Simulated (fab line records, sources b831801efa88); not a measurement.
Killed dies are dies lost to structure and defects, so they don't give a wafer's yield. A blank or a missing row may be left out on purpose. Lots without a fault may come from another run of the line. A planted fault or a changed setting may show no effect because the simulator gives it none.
A struck lot beside a sound one | flow sky130 | 15 steps out of a route of 708
Sound: wafers L135.2, L135.5, L135.6. Struck: wafers L136.1, L136.3, L136.6. The cause comes at the end.
At each step with rows: each side's tool, then ch and its chambers, then its first start. Under that, the readings that differ: sound wafers | struck wafers | difference of the means | sigmas: that difference in standard deviations of wafers without a fault.
alike: readings whose means differ by less than 2 such deviations, and words and numbers that are the same on both sides. not compared: withheld readings, readings that some wafer has no value for, bounds like >300 that may hide the same value, and numbers for which the record gives no deviation and whose values overlap.
The two part at a step that has a row with sigmas, a row that says differs or no value, or rows on one side only. Numbers that don't overlap but have no deviation are shown without sigmas and don't part them. A reading that every wafer of one side lacks parts them only if that side has two wafers or more.

first, 7 steps without rows for these wafers: SKY_PAD_OPEN_DEHYDRATE_00 (time 60 s); SKY_PAD_OPEN_HMDS_01 (prime time 60 s); SKY_PAD_OPEN_COAT_02 (resist thk 3000 nm); SKY_PAD_OPEN_SOFTBAKE_03; SKY_PAD_OPEN_EXPOSE_04 (exposes mask PDM, target cd 60000 nm); SKY_PAD_OPEN_PEB_05; SKY_PAD_OPEN_DEVELOP_06 (develop time 60 s).
SKY_PAD_OPEN_ETCH_07: etches the open film in CF4/O2, stops on AlCu, target depth 725 nm, time 161.1 s.
  sound on rie_diel-03 ch 0,1, day 47 18:32; struck on rie_diel-04 ch 0,2,3, day 48 06:08
  alike: O2_flow_sccm, cf4_flow_sccm, drypump_motor_current_A, oes_product_au, throttle_valve_pct
  not compared: rf_hours_counter_h
SKY_PAD_OPEN_STRIP_08: strips in O2/N2.
  sound on plasma_asher-01 ch 0,1, day 47 18:38; struck on plasma_asher-01 ch 0,1, day 48 06:14
  alike: drypump_motor_current_A, oes_product_au, strip_time_to_endpoint_s
  not compared: rf_hours_counter_h
then, 3 steps without rows for these wafers: SKY_PAD_OPEN_STRIP_09 (strips in post etch residue remover, time 1200 s); SKY_PAD_OPEN_CLEAN_10 (cleans in IPA, time 180 s); SKY_PAD_OPEN_CLEAN_11 (cleans in O3/DIW).
SKY_PAD_OPEN_ANNEAL_12:
  sound on furnace-01 ch 0, day 47 19:17; struck on furnace-01, day 48 06:50
  no value came back on the struck wafers for any of 5 readings (ramp_down_c_per_min, ramp_up_c_per_min and others); on the sound wafers ramp_down_c_per_min reads 3.9986 4.0007 3.9990
SKY_PAD_OPEN_BOW_MEAS_13:
  sound on film_metro-02, day 47 20:48; struck on film_metro-02, day 48 08:20
  reading           | sound    | struck      | difference | sigmas
  PAD_OPEN_BOW (um) | 49 54 47 | 104 121 121 | +65        | +7
SKY_PAD_OPEN_PROBE_99:
  sound on prober-02, day 47 20:57; struck on prober-01, day 48 08:27
  reading                                 | sound                        | struck                        | difference | sigmas
  model.etest.res_xhigh_po.line_ohm_um    | 5747 5519 5338               | 7077 7320 7210                | +1668      |
  model.etest.nfet_16v.r_on_ohm_um        | 1.369e+04 1.386e+04 1.39e+04 | 1.489e+04 1.501e+04 1.494e+04 | +1.130e+03 |
  model.etest.res_xhigh_po.rs_ohm_sq      | 1977 1935 1847               | 2465 2550 2554                | +603       |
  model.etest.pfet_g5v0d10v5.r_on_ohm_um  | 4718 4808 4768               | 5179 5058 5143                | +362       |
  model.etest.pfet_01v8.r_on_ohm_um       | 2812 2861 2819               | 3092 2996 3138                | +245       |
  model.etest.nfet_g5v0d10v5.r_on_ohm_um  | 1845 1867 1852               | 2057 2017 2042                | +184       |
  model.etest.nfet_01v8.r_on_ohm_um       | 802.5 833.8 808.8            | 915.4 903.4 931.7             | +101.8     |
  model.etest.sonos_uncharged.r_on_ohm_um | 779.1 802.2 788.8            | 900.6 870.5 892.1             | +97.7      |
  alike: defect_limited_yield, killed_at_M0_to_M3, killed_at_M4_up, killed_at_contacts, killed_at_front_end, killed_at_other, killed_dies, killed_open, killed_short, sort_bin_3_pad_short, sort_bin_5_function, sort_bin_6_memory, sort_n_pass, sort_yield_pct

WHERE THEY PART
First at SKY_PAD_OPEN_ANNEAL_12; last, within this record, at SKY_PAD_OPEN_BOW_MEAS_13. Later steps at which nothing parts them and some readings are alike: SKY_PAD_OPEN_PROBE_99.

WHY: what the simulator had put in
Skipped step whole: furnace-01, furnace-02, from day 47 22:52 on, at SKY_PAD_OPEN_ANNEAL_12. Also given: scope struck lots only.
